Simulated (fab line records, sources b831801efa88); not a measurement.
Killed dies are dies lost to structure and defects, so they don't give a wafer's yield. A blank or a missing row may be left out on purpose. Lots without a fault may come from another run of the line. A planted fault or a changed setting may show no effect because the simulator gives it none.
One fault seen from 2 desks | flow gf180mcu | each desk has only its own numbers; what lay behind them comes last

THE TOOL OWNER'S DESK: rie_diel-03
The tool's own readings at GF_M5_ETCH_09 (etches Si3N4 in CF4/O2, target depth 52 nm, time 11.6 s): means of the sampled wafers that have a number, for each lot that ran on this tool. A lot is out of limits, marked OUT, if its mean lies more than 4 standard deviations from the usual mean; the brackets give that distance.
Columns: A = drypump_motor_current_A at GF_M5_ETCH_09, usual 5.8 A; B = oes_product_au at GF_M5_ETCH_09, usual 1.002 a.u.; C = throttle_valve_pct at GF_M5_ETCH_09, usual 5.971 %
lot  | first seen here | A   | B     | C
L359 | day 26 12:37    | 5.9 | 0.987 | 5.971
L368 | day 29 09:35    | 6.0 | 0.990 | 5.971
L369 | day 29 15:16    | 6.1 | 0.983 | 5.970
L379 | day 32 10:44    | 5.7 | 0.993 | 5.968
L381 | day 32 21:28    | 5.7 | 0.990 | 5.970
This desk's finding: nothing out of limits on any of the 5 lots.

THE METROLOGY DESK
What the gauges read, lot by lot, whatever tool the lot ran on: means of the sampled wafers that have a number. A lot is out of limits, marked OUT, if its mean lies more than 4 standard deviations from the usual mean; the brackets give that distance.
Columns: A = cd_nm at GF_M5_CD_MEAS_07, usual 280.1 nm; B = M5_OVL at GF_M5_OVL_MEAS_08, usual 1 nm
lot  | first seen here | A     | B
L359 | day 26 12:31    | 279.8 | -1
L368 | day 29 09:26    | 281.0 | 1
L369 | day 29 15:07    | 281.3 | 2
L375 | day 31 10:59    | 280.6 | 1
L379 | day 32 10:35    | 281.8 | -1
L381 | day 32 21:20    | 278.6 | 3
This desk's finding: nothing out of limits on any of the 6 lots.

PUT TOGETHER
The tool owner's desk saw nothing out of limits.
The metrology desk saw nothing out of limits.

WHAT THE SIMULATOR HAD PUT IN
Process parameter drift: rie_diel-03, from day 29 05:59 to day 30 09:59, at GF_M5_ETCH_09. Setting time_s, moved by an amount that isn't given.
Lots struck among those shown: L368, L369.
